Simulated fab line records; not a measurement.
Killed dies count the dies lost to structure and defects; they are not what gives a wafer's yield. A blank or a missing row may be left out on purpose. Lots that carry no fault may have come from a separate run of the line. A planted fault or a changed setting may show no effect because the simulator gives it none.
Which of the tools did it? -- flow sky130 -- 45 wafers from 15 lots sampled at 2 of the route's 708 steps

## WHAT THE GAUGES SHOWED, per wafer
No reading from a measuring or inspecting step in the record can be judged against a usual standard deviation.

## EACH LOT AND THE TOOL THAT RAN IT (in order: tool; ch and the chambers of the sampled wafers; start)
lot,SKY_VT_ADJUST_LVTN_EXPOSE_04,SKY_PAD_OPEN_PROBE_99
L715,"iline-stepper-01 ch 0, day 6 09:11","prober-01, day 45 16:17"
L716,"iline-stepper-01 ch 0, day 6 16:47",-
L717,"iline-stepper-01 ch 0, day 6 22:02","prober-01, day 46 09:53"
L718,"iline-stepper-01 ch 0, day 7 05:42",-
L719,"iline-stepper-02 ch 0, day 7 15:09","prober-01, day 47 02:19"
L725,"iline-stepper-01 ch 0, day 9 03:51",-
L727,"iline-stepper-02 ch 0, day 9 19:07",-
L728,"iline-stepper-02 ch 0, day 10 03:53","prober-02, day 49 03:08"
L729,"iline-stepper-02 ch 0, day 10 20:33",-
L731,"iline-stepper-02 ch 0, day 10 21:04",-
L734,"iline-stepper-02 ch 0, day 12 02:08","prober-01, day 50 11:43"
L735,"iline-stepper-02 ch 0, day 12 02:46",-
L736,"iline-stepper-02 ch 0, day 12 08:39","prober-01, day 50 17:56"
L737,"iline-stepper-02 ch 0, day 12 09:55","prober-02, day 50 21:19"
L738,"iline-stepper-02 ch 0, day 12 16:14","prober-01, day 51 00:14"
- SKY_VT_ADJUST_LVTN_EXPOSE_04: exposes mask NWM COMPLEMENT LESS NATIVE, target cd 840 nm.
- SKY_PAD_OPEN_PROBE_99

## WHAT THE TOOLS THEMSELVES READ (means of the sampled wafers that have a number; where no wafer has one, the mark that the record gives instead)
SKY_VT_ADJUST_LVTN_EXPOSE_04.
lot,tool,exposure-dose-mJ-cm2
L715,iline-stepper-01,193.75
L716,iline-stepper-01,194.14
L717,iline-stepper-01,203.58
L718,iline-stepper-01,203.32
L719,iline-stepper-02,193.84
L725,iline-stepper-01,203.73
L727,iline-stepper-02,194.10
L728,iline-stepper-02,194.13
L729,iline-stepper-02,194.09
L731,iline-stepper-02,193.92
L734,iline-stepper-02,194.05
L735,iline-stepper-02,194.01
L736,iline-stepper-02,194.04
L737,iline-stepper-02,194.04
L738,iline-stepper-02,194.22

SKY_PAD_OPEN_PROBE_99.
lot,tool,killed_at_M0_to_M3,killed_at_M4_up,killed-at-contacts,killed-at-front-end,killed-at-other,killed-dies,killed-open,killed-short
L715,prober-01,39,2.3,21,18,0.3,81,45,36
L717,prober-01,34,2.7,17,16,0.0,70,39,31
L719,prober-01,38,2.0,23,17,1.3,81,46,34
L728,prober-02,39,1.0,28,15,0.0,83,45,38
L734,prober-01,41,2.3,22,17,1.0,83,45,38
L736,prober-01,39,1.0,27,15,0.0,82,46,36
L737,prober-02,45,3.0,30,15,0.0,93,51,42
L738,prober-01,43,1.7,24,14,3.3,86,44,39

## THE ANSWER, worked out from the rows above alone
Rule: usual is defined by the lots themselves. Put in order of their means at a reading, lots are off if they are a third of the lots or fewer, leave a main group of 4 or more, and stand apart from it by a gap of 3 or more times the standard deviation of the main group's means; of several such gaps the widest counts. If all means in a main group match to the digits the tables above print for the reading, that group is not used. Also off: a lot with no number at a reading for which 4 or more lots have one. The other lots that the step has rows for count as sound. Order of review: gauges by route order, followed by the tools' own readings, for which a lot's mean as printed above is used. The first step at which some lot is off is used, and at that step the reading that is off furthest; a lot without a number counts as furthest.
Off: L717, L718, L725 (SKY_VT_ADJUST_LVTN_EXPOSE_04, exposure-dose-mJ-cm2). Main group: mean 194.03, sd 0.13.
If a tool, at that step or one of the process steps before it, ran each lot that is off and ran no sound lot following the first of them, it fits. One candidate fits, namely iline-stepper-01 at SKY_VT_ADJUST_LVTN_EXPOSE_04. A fault onset in the window from L716 (day 6 16:47, its last sound lot) to L717 (day 6 22:02, its first lot off) fits.
On the lots that are off, the tool's own readings at SKY_VT_ADJUST_LVTN_EXPOSE_04 differ by more than 5 times the standard deviation of the sound lots' means, which bears it out; exposure-dose-mJ-cm2 reads 203.54 there versus 194.03 on the sound lots.

## WHAT THE SIMULATOR HAD INSERTED
Drift in process parameters on iline-stepper-01 at SKY_VT_ADJUST_LVTN_EXPOSE_04, starting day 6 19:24. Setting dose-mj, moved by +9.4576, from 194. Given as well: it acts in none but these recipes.
Struck lots among those shown: L717, L718, L725. This agrees with what the rule above found.
